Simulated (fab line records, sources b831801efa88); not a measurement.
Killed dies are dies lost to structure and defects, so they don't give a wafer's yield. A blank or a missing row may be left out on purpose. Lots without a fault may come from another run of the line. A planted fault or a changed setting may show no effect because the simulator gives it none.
Which tool did it? | flow gf180mcu | 6 lots, 18 wafers sampled, at 2 steps of a route of 602

WHAT THE GAUGES READ, wafer by wafer
GF_VT_IMPLANT_OVL_MEAS_29.
lot  | measured     | on         | VT_IMPLANT_02_OVL (nm)
L915 | day 7 03:29  | overlay-02 | 2.5 0.5 -0.7
L917 | day 7 17:26  | overlay-02 | 1.6 1.1 0.2
L919 | day 8 06:09  | overlay-01 | -0.4 -0.9 0.6
L921 | day 8 20:45  | overlay-02 | 0.8 1.5 1.0
L929 | day 10 23:23 | overlay-01 | 289.3 289.2 291.1 288.1 288.2 289.3
L931 | day 11 14:44 | overlay-01 | -0.6 1.0 -2.5

WHICH TOOL RAN EACH LOT (tool, then ch and the chambers of the sampled wafers, then the start)
lot  | GF_VT_IMPLANT_EXPOSE_26
L915 | iline_stepper-01 ch 0, day 6 19:34
L917 | iline_stepper-02 ch 0, day 7 09:56
L919 | iline_stepper-02 ch 0, day 7 22:07
L921 | iline_stepper-01 ch 0, day 8 12:11
L929 | iline_stepper-02 ch 0, day 10 14:25
L931 | iline_stepper-01 ch 0, day 11 05:43
- GF_VT_IMPLANT_EXPOSE_26: exposes mask LVPWELL HV AREA, target cd 860 nm.

THE ANSWER, worked out from the rows above alone
Rule: what is usual is taken from the lots themselves. Put in order of their means at a reading, lots are off if they are a third of the lots or fewer, leave a main group of 4 or more, and stand apart from it by a gap of 3 or more times the standard deviation of the main group's means; of several such gaps the widest counts. A main group whose means are all the same, to the digits that the tables above print for the reading, isn't used. A lot without any number at a reading at which 4 lots or more have one is off too. The other lots that the step has rows for count as sound.
Off: L929, at GF_VT_IMPLANT_OVL_MEAS_29 (VT_IMPLANT_02_OVL). The main group: mean 0.4 nm, standard deviation 0.71.
A tool fits if, at a process step before that reading, it ran every lot that is off, and no sound lot after the first of them. The gauges at GF_VT_IMPLANT_OVL_MEAS_29 are tried like those tools. One fits: iline_stepper-02 at GF_VT_IMPLANT_EXPOSE_26. Its last sound lot is L919 (day 7 22:07), its first lot that is off L929 (day 10 14:25): a fault that began between those two fits.

WHAT THE SIMULATOR HAD PUT IN
Scanner matching overlay: iline_stepper-02, from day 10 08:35 on, at GF_VT_IMPLANT_EXPOSE_26. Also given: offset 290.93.
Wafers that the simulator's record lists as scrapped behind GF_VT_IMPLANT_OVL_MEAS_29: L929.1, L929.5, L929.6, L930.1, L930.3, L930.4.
Lots struck among those shown: L929. The rule above found the same.
